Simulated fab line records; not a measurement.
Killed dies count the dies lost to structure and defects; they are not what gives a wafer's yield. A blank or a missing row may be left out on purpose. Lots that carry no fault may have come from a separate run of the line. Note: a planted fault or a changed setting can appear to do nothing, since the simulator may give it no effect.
The tool behind it: which one?	flow gf180mcu	30 wafers from 10 lots sampled at 5 of the route's 602 steps

WHAT EACH GAUGE READ, for each wafer
GF_PASSIVATION_THK_MEAS_01. Usual: PASSIVATION_CVD_00_THK typically reads 1003 nm, with standard deviation 14.
lot	measured	on	PASSIVATION_CVD_00_THK (nm)	flag
L253	day 28 11:59	film-metro-03	995 1005 1017	
L256	day 29 11:29	film-metro-03	1017 1013 1028	
L257	day 29 21:34	film-metro-03	995 1008 1007	
L258	day 30 00:55	film-metro-04	1024 1032 1002	
L260	day 30 23:56	film-metro-04	991 1009 987	
L262	day 31 11:26	film-metro-03	996 1018 1019	
L265	day 32 07:43	film-metro-03	995 998 997	
L269	day 33 03:04	film-metro-03	1002 1011 992	
L273	day 34 01:20	film-metro-04	1007 923 1007 1007 922 1008	
L274	day 34 10:09	film-metro-04	994 1000 1013	

WHICH TOOL RAN EACH LOT (tool, then ch and the chambers of the sampled wafers, then the start)
lot	GF_V4_CMP_26	GF_MIM_SPUTTER_03	GF_TOP_METAL_STRIP_17	GF_PASSIVATION_CVD_00
L253	cmp-02 ch 0,1,2, day 24 23:01	pvd-sputter-03, day 24 23:28	plasma-asher-03 ch 0,1, day 28 11:20	pecvd-01 ch 0,2, day 28 11:55
L256	cmp-02 ch 1,3, day 26 00:50	pvd-sputter-03, day 26 01:18	plasma-asher-04 ch 0,1, day 29 10:49	pecvd-04 ch 0,2, day 29 11:23
L257	cmp-01 ch 0,1,3, day 26 09:20	pvd-sputter-03, day 26 09:39	plasma-asher-02 ch 0,1, day 29 20:55	pecvd-04 ch 0,2, day 29 21:28
L258	cmp-02 ch 0,1,3, day 26 16:25	pvd-sputter-03, day 26 16:44	plasma-asher-03 ch 0,1, day 30 00:19	pecvd-01 ch 0,1,2, day 30 00:51
L260	cmp-02 ch 1,2, day 27 17:11	pvd-sputter-01, day 27 17:39	plasma-asher-02 ch 0,1, day 30 23:17	pecvd-03 ch 0,1,2, day 30 23:52
L262	cmp-02 ch 0,1,3, day 28 04:34	pvd-sputter-01, day 28 05:02	plasma-asher-02 ch 0,1, day 31 10:49	pecvd-04 ch 0,1,2, day 31 11:21
L265	cmp-02 ch 0,2,3, day 29 01:53	pvd-sputter-01, day 29 02:22	plasma-asher-02 ch 0,1, day 32 07:05	pecvd-01 ch 0,1,2, day 32 07:38
L269	cmp-01 ch 1,2,3, day 30 00:55	pvd-sputter-01, day 30 01:19	plasma-asher-02 ch 0,1, day 33 02:25	pecvd-03 ch 0,1,2, day 33 02:59
L273	cmp-01 ch 0,1,2, day 31 05:05	pvd-sputter-03, day 31 05:33	plasma-asher-02 ch 0,1, day 34 00:37	pecvd-03 ch 0,1,2, day 34 01:14
L274	cmp-02 ch 0,2,3, day 31 13:45	pvd-sputter-01, day 31 14:13	plasma-asher-03 ch 0,1, day 34 09:28	pecvd-01 ch 0,1,2, day 34 10:04
- GF_V4_CMP_26: polishes, stops on SiO2, t overpolish 15 s, target thk 0 nm.
- GF_MIM_SPUTTER_03: material Ti, target thk 10 nm, time 6.7 s.
- GF_TOP_METAL_STRIP_17: strips in O2/N2.
- GF_PASSIVATION_CVD_00: deposits SiO2 from TEOS, target thk 1000 nm, time 111.95 s.

AS READ BY THE TOOLS THEMSELVES (means over the sampled wafers that have a number; for cases with no such wafer, the mark the record gives instead)
GF_V4_CMP_26. Usual: motor-current-A 10.4 A, standard deviation 0.63; overpolish-run-s 14.999 s, standard deviation 0.009; time-to-endpoint-s 83 s, standard deviation 3.5.
lot	tool	motor-current-A (A)	overpolish-run-s (s)	time-to-endpoint-s (s)	flag
L253	cmp-02	10.4	15.003	84	
L256	cmp-02	9.9	15.005	88	
L257	cmp-01	10.3	14.998	82	
L258	cmp-02	10.3	14.999	85	
L260	cmp-02	10.2	15.011	85	
L262	cmp-02	10.4	14.996	83	
L265	cmp-02	10.6	15.003	83	
L269	cmp-01	10.2	14.997	82	
L273	cmp-01	10.5	15.007	80	
L274	cmp-02	10.6	15.002	83	

GF_MIM_SPUTTER_03. Usual: throttle-valve-pct reads 29.7 % (standard deviation 1.1).
lot	tool	throttle-valve-pct (%)	flag
L253	pvd-sputter-03	28.7	
L256	pvd-sputter-03	29.4	
L257	pvd-sputter-03	29.5	
L258	pvd-sputter-03	28.8	
L260	pvd-sputter-01	30.8	
L262	pvd-sputter-01	30.0	
L265	pvd-sputter-01	30.8	
L269	pvd-sputter-01	30.9	
L273	pvd-sputter-03	29.7	
L274	pvd-sputter-01	30.4	

GF_TOP_METAL_STRIP_17. Usual: drypump-motor-current-A 5.5 A, standard deviation 0.33; heater-power-w 309 W, standard deviation 39; oes-product-au 0.710 a.u., standard deviation 0.0043; strip-time-to-endpoint-s 13.51 s, standard deviation 0.087.
lot	tool	drypump-motor-current-A (A)	heater-power-w (W)	oes-product-au (a.u.)	strip-time-to-endpoint-s (s)	flag
L253	plasma-asher-03	5.3	332	0.710	13.52	
L256	plasma-asher-04	5.9	343	0.712	13.57	
L257	plasma-asher-02	5.2	261	0.707	13.42	
L258	plasma-asher-03	5.3	337	0.711	13.55	
L260	plasma-asher-02	5.4	269	0.704	13.47	
L262	plasma-asher-02	5.4	269	0.711	13.57	
L265	plasma-asher-02	5.4	267	0.713	13.52	
L269	plasma-asher-02	5.4	271	0.705	13.53	
L273	plasma-asher-02	5.2	255	0.712	13.52	
L274	plasma-asher-03	5.4	334	0.705	13.55	

GF_PASSIVATION_CVD_00. Usual: heater-power-w reads 638 W (standard deviation 81).
lot	tool	heater-power-w (W)	flag
L253	pecvd-01	612	
L256	pecvd-04	685	
L257	pecvd-04	721	
L258	pecvd-01	658	
L260	pecvd-03	615	
L262	pecvd-04	695	
L265	pecvd-01	646	
L269	pecvd-03	561	
L273	pecvd-03	559	
L274	pecvd-01	688	

THE ANSWER, worked out from the rows above alone
Rule: a lot counts as off when the mean over its wafers that have a number is more than 3 standard deviations away from the usual mean. Also off: a lot with no number at a reading for which 4 or more lots have one. Any other lot the step has rows for is counted as sound. The gauges are gone through in route order, then the tools' own readings, and for those a lot's mean is taken as printed above. The first step at which some lot is off is used, and at that step the reading that is off furthest; a lot without a number counts as furthest.
No lot is off at any reading shown: from this, nothing can be told.

WHAT WAS PUT IN BY THE SIMULATOR
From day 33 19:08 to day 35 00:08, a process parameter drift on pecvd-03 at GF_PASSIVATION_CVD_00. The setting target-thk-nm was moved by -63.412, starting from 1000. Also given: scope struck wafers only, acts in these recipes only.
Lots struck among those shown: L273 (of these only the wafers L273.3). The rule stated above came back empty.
